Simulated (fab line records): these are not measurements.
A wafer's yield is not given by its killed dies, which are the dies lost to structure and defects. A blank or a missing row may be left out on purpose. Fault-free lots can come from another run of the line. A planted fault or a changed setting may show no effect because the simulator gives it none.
Chamber matching ; flow sky130 ; 4 sister chambers for SKY_LI_CONTACT_ETCH_14 on rie_diel-03
The step etches BARC in N2/H2, stops on SiO2, time 45.9 s, target depth 60 nm. 18 wafers are shown with their chamber, then 9 later ones without.

## WAFERS WITH THEIR CHAMBER
wafer;chamber;oes_product_au (a.u.);throttle_valve_pct (%)
L077.3;0;0.856;13.230
L077.4;1;0.864;13.228
L077.5;0;0.853;13.238
L086.3;1;0.851;13.232
L086.4;2;0.851;13.233
L086.6;1;0.848;13.229
L087.2;1;0.845;13.223
L087.3;2;0.855;13.227
L087.5;3;0.861;13.231
L088.3;2;0.851;13.223
L088.5;2;0.859;13.228
L088.6;1;0.852;13.220
L090.2;0;0.850;13.214
L090.5;1;0.854;13.239
L090.6;0;0.850;13.207
L093.2;2;0.845;13.226
L093.3;1;0.852;13.231
L093.5;3;0.856;13.216

SIGNATURES, as means of the wafers listed above
reading;chamber 0;chamber 1;chamber 2;chamber 3;scatter within a chamber
oes_product_au;0.85225;0.85229;0.85220;0.85850;0.00507
throttle_valve_pct;13.22225;13.22886;13.22740;13.22350;0.00847
Rule: for a wafer and a chamber, the distance is found by dividing, reading by reading, the gap between the wafer's reading and the chamber's mean by the reading's scatter, squaring, summing and taking the root. If the next closest chamber is less than 2 further off than the closest, the wafer can't be placed; otherwise it belongs to the closest. How the scatter is found: for the shown wafers, subtract from each reading the mean of its chamber, square and add these, divide the total by (wafers less chambers), then take the root.

## WAFERS WITHOUT THEIR CHAMBER
wafer;oes_product_au (a.u.);throttle_valve_pct (%)
L094.3;0.851;13.209
L094.5;0.855;13.229
L094.6;0.848;13.225
L096.1;0.860;13.228
L096.3;0.851;13.221
L096.5;0.850;13.215
L097.2;0.845;13.233
L097.3;0.853;13.214
L097.5;0.855;13.225

## WHICH CHAMBER EACH WENT THROUGH
wafer;from the rows above;in truth
L094.3;can't be placed: 0 or 2 or 3 or 1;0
L094.5;can't be placed: 1 or 2 or 3 or 0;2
L094.6;can't be placed: 2 or 0 or 1 or 3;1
L096.1;can't be placed: 3 or 1 or 2 or 0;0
L096.3;can't be placed: 0 or 2 or 1 or 3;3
L096.5;can't be placed: 0 or 2 or 1 or 3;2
L097.2;can't be placed: 1 or 2 or 0 or 3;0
L097.3;can't be placed: 0 or 3 or 2 or 1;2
L097.5;can't be placed: 2 or 0 or 1 or 3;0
Correct placement for 0 of the 9. Unplaceable from these rows: 9, with the true chamber sitting among the candidates in 9. 0 placed wrongly.
